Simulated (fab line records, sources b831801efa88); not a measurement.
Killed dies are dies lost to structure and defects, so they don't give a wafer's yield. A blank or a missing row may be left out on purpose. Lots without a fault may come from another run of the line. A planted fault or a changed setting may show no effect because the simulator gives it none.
Which tool did it? | flow sfq_line | 15 lots, 45 wafers sampled, at 5 steps of a route of 325

WHAT THE GAUGES READ, wafer by wafer
SFQ_I2_BOW_MEAS_917. Usual: I2_BOW 4 um, standard deviation 8.2.
lot  | measured     | on            | I2_BOW (um) | flag
L264 | day 38 20:28 | film_metro-03 | -3 -10 -8   |
L265 | day 39 05:29 | film_metro-03 | 18 6 2      |
L266 | day 39 11:29 | film_metro-01 | -2 5 11     |
L267 | day 39 18:07 | film_metro-01 | 11 15 4     |
L268 | day 40 11:30 | film_metro-01 | 9 12 7      |
L269 | day 41 19:40 | film_metro-03 | 16 6 15     |
L270 | day 42 04:02 | film_metro-03 | -4 -6 -6    |
L275 | day 44 09:44 | film_metro-01 | 4 8 2       |
L277 | day 44 22:01 | film_metro-01 | 13 7 14     |
L280 | day 45 10:02 | film_metro-03 | 16 17 -8    |
L281 | day 46 03:08 | film_metro-02 | 12 12 -8    |
L283 | day 46 09:08 | film_metro-02 | -9 -10 -9   |
L284 | day 46 19:58 | film_metro-02 | -2 2 0      |
L285 | day 47 14:04 | film_metro-01 | 7 8 0       |
L286 | day 48 01:17 | film_metro-03 | 9 6 9       |

WHICH TOOL RAN EACH LOT (tool, then ch and the chambers of the sampled wafers, then the start)
lot  | SFQ_TRILAYER_I0_DEP_PECVD_027   | SFQ_TRILAYER_I0_METRO_MEASURE_029 | SFQ_TRILAYER_I0_VIA_ETCH_VIA_ETCH_034 | SFQ_TRILAYER_M1_LITHO_EXPOSE_040
L264 | pecvd-03 ch 0,1,2, day 13 11:14 | film_metro-02, day 13 14:26       | rie_diel-01 ch 1,2,3, day 18 15:15    | krf_scanner-01 ch 0, day 25 06:31
L265 | pecvd-02 ch 0,2, day 13 20:50   | film_metro-01, day 14 00:14       | rie_diel-02 ch 1,2,3, day 18 18:51    | krf_scanner-01 ch 0, day 25 11:31
L266 | pecvd-02 ch 0,1,2, day 14 08:43 | film_metro-01, day 14 12:07       | rie_diel-01 ch 0,1,2, day 19 00:58    | krf_scanner-01 ch 0, day 25 18:43
L267 | pecvd-03 ch 0,1,2, day 14 21:46 | film_metro-02, day 15 01:10       | rie_diel-04 ch 0,1,3, day 19 18:31    | krf_scanner-02 ch 0, day 26 03:25
L268 | pecvd-03 ch 0,1,2, day 15 07:22 | film_metro-02, day 15 10:34       | rie_diel-04 ch 0,1,3, day 20 06:31    | krf_scanner-02, day 26 18:29
L269 | pecvd-04 ch 0,1,2, day 15 20:01 | film_metro-03, day 15 23:13       | rie_diel-01 ch 0,2,3, day 21 06:31    | krf_scanner-01, day 28 00:16
L270 | pecvd-03 ch 0,1,2, day 16 01:32 | film_metro-02, day 16 04:44       | rie_diel-01 ch 0,1,2, day 21 14:55    | krf_scanner-01, day 28 06:16
L275 | pecvd-03 ch 0,1,2, day 17 06:29 | film_metro-01, day 17 09:41       | rie_diel-02 ch 0,1, day 23 14:55      | krf_scanner-01 ch 0, day 30 03:52
L277 | pecvd-03 ch 0,1, day 17 16:05   | film_metro-01, day 17 19:17       | rie_diel-02 ch 0,1, day 24 05:27      | krf_scanner-01 ch 0, day 30 21:52
L280 | pecvd-04 ch 1,2, day 18 14:58   | film_metro-02, day 18 18:10       | rie_diel-01 ch 0,1, day 25 10:30      | krf_scanner-01 ch 0, day 32 06:16
L281 | pecvd-02 ch 0,1, day 18 20:58   | film_metro-01, day 19 00:34       | rie_diel-02 ch 0,1,2, day 25 18:54    | krf_scanner-02 ch 0, day 32 20:12
L283 | pecvd-03 ch 0,1,2, day 19 11:05 | film_metro-03, day 19 14:41       | rie_diel-02 ch 0,1,2, day 26 03:35    | krf_scanner-01 ch 0, day 33 03:40
L284 | pecvd-04 ch 1,2, day 19 16:43   | film_metro-03, day 19 21:56       | rie_diel-04 ch 1,2,3, day 26 09:35    | krf_scanner-02 ch 0, day 33 09:35
L285 | pecvd-04 ch 0,1,2, day 20 11:02 | film_metro-03, day 20 15:04       | rie_diel-01 ch 0,1,2, day 27 05:40    | krf_scanner-02 ch 0, day 33 22:08
L286 | pecvd-02 ch 0,1,2, day 20 17:24 | film_metro-02, day 20 20:36       | rie_diel-02 ch 1,2, day 27 15:02      | krf_scanner-02 ch 0, day 34 04:08
- SFQ_TRILAYER_I0_DEP_PECVD_027: deposits SiO2 from SiH4/N2O, time 111.11 s, target thk 500 nm.
- SFQ_TRILAYER_I0_METRO_MEASURE_029
- SFQ_TRILAYER_I0_VIA_ETCH_VIA_ETCH_034: etches SiO2 in CHF3, stops on Nb, target depth 260 nm.
- SFQ_TRILAYER_M1_LITHO_EXPOSE_040: exposes mask M1, target cd 500 nm.

WHAT THE TOOLS THEMSELVES READ (means of the sampled wafers that have a number; where no wafer has one, the mark that the record gives instead)
SFQ_TRILAYER_I0_DEP_PECVD_027. Usual: chamber_pressure_Torr 2.400 Torr, standard deviation 0.0057; heater_power_outer_w 28 W, standard deviation 7.4; heater_power_w 84 W, standard deviation 13; throttle_valve_pct 24.8 %, standard deviation 1.
lot  | tool     | chamber_pressure_Torr (Torr) | heater_power_outer_w (W) | heater_power_w (W) | throttle_valve_pct (%) | flag
L264 | pecvd-03 | 2.405                        | 29                       | 90                 | 23.7                   |
L265 | pecvd-02 | 2.401                        | 21                       | 74                 | 25.2                   |
L266 | pecvd-02 | 2.394                        | 28                       | 78                 | 25.2                   |
L267 | pecvd-03 | 2.405                        | 26                       | 85                 | 24.0                   |
L268 | pecvd-03 | -                            | -                        | -                  | -                      | OFF
L269 | pecvd-04 | -                            | -                        | -                  | -                      | OFF
L270 | pecvd-03 | -                            | -                        | -                  | -                      | OFF
L275 | pecvd-03 | 2.398                        | 27                       | 89                 | 24.0                   |
L277 | pecvd-03 | 2.398                        | 34                       | 96                 | 24.2                   |
L280 | pecvd-04 | 2.401                        | 28                       | 85                 | 24.2                   |
L281 | pecvd-02 | 2.401                        | 18                       | 64                 | 25.3                   |
L283 | pecvd-03 | 2.400                        | 26                       | 85                 | 24.5                   |
L284 | pecvd-04 | 2.403                        | 28                       | 82                 | 25.2                   |
L285 | pecvd-04 | 2.397                        | 30                       | 86                 | 25.3                   |
L286 | pecvd-02 | 2.399                        | 23                       | 70                 | 25.5                   |

SFQ_TRILAYER_I0_VIA_ETCH_VIA_ETCH_034. Usual: chamber_pressure_mTorr 29.998 mTorr, standard deviation 0.025; drypump_motor_current_A 5.8 A, standard deviation 0.4; oes_product_au 0.854 a.u., standard deviation 0.0053.
lot  | tool        | chamber_pressure_mTorr (mTorr) | drypump_motor_current_A (A) | oes_product_au (a.u.) | flag
L264 | rie_diel-01 | 29.989                         | 5.6                         | 0.853                 |
L265 | rie_diel-02 | 29.988                         | 5.7                         | 0.846                 |
L266 | rie_diel-01 | 30.005                         | 5.8                         | 0.853                 |
L267 | rie_diel-04 | 30.004                         | 6.0                         | 0.858                 |
L268 | rie_diel-04 | 29.996                         | 6.0                         | 0.372                 | OFF
L269 | rie_diel-01 | 29.985                         | 5.5                         | 0.374                 | OFF
L270 | rie_diel-01 | 29.979                         | 5.8                         | 0.377                 | OFF
L275 | rie_diel-02 | 29.993                         | 6.0                         | 0.856                 |
L277 | rie_diel-02 | 29.983                         | 6.0                         | 0.849                 |
L280 | rie_diel-01 | 29.991                         | 6.0                         | 0.857                 |
L281 | rie_diel-02 | 30.016                         | 6.1                         | 0.854                 |
L283 | rie_diel-02 | 30.014                         | 6.1                         | 0.855                 |
L284 | rie_diel-04 | 30.005                         | 5.8                         | 0.854                 |
L285 | rie_diel-01 | 30.017                         | 5.8                         | 0.854                 |
L286 | rie_diel-02 | 30.003                         | 5.8                         | 0.853                 |

SFQ_TRILAYER_M1_LITHO_EXPOSE_040. Usual: exposure_dose_mJ_cm2 14.399, standard deviation 0.015; focus_offset_nm 0.0 nm, standard deviation 0.48.
lot  | tool           | exposure_dose_mJ_cm2 | focus_offset_nm (nm) | flag
L264 | krf_scanner-01 | 14.388               | -0.1                 |
L265 | krf_scanner-01 | 14.393               | -0.2                 |
L266 | krf_scanner-01 | 14.408               | 0.8                  |
L267 | krf_scanner-02 | 14.411               | -0.8                 |
L268 | krf_scanner-02 | -                    | -                    | OFF
L269 | krf_scanner-01 | -                    | -                    | OFF
L270 | krf_scanner-01 | -                    | -                    | OFF
L275 | krf_scanner-01 | 14.392               | -0.5                 |
L277 | krf_scanner-01 | 14.405               | 0.3                  |
L280 | krf_scanner-01 | 14.397               | 0.4                  |
L281 | krf_scanner-02 | 14.416               | 0.7                  |
L283 | krf_scanner-01 | 14.394               | -0.4                 |
L284 | krf_scanner-02 | 14.388               | 0.1                  |
L285 | krf_scanner-02 | 14.377               | 0.2                  |
L286 | krf_scanner-02 | 14.395               | -0.1                 |

THE ANSWER, worked out from the rows above alone
Rule: a lot is off if the mean of its wafers that have a number lies more than 3 standard deviations from the usual mean. A lot without any number at a reading at which 4 lots or more have one is off too. The other lots that the step has rows for count as sound. The gauges are gone through in route order, then the tools' own readings, and for those a lot's mean is taken as printed above. The first step at which some lot is off is used, and at that step the reading that is off furthest; a lot without a number counts as furthest.
Off: L268, L269, L270, at SFQ_TRILAYER_I0_DEP_PECVD_027 (chamber_pressure_Torr). Without a number there: L268, L269, L270.
A tool fits if, at that step or a process step before it, it ran every lot that is off, and no sound lot after the first of them. None of those tried fits.

WHAT THE SIMULATOR HAD PUT IN
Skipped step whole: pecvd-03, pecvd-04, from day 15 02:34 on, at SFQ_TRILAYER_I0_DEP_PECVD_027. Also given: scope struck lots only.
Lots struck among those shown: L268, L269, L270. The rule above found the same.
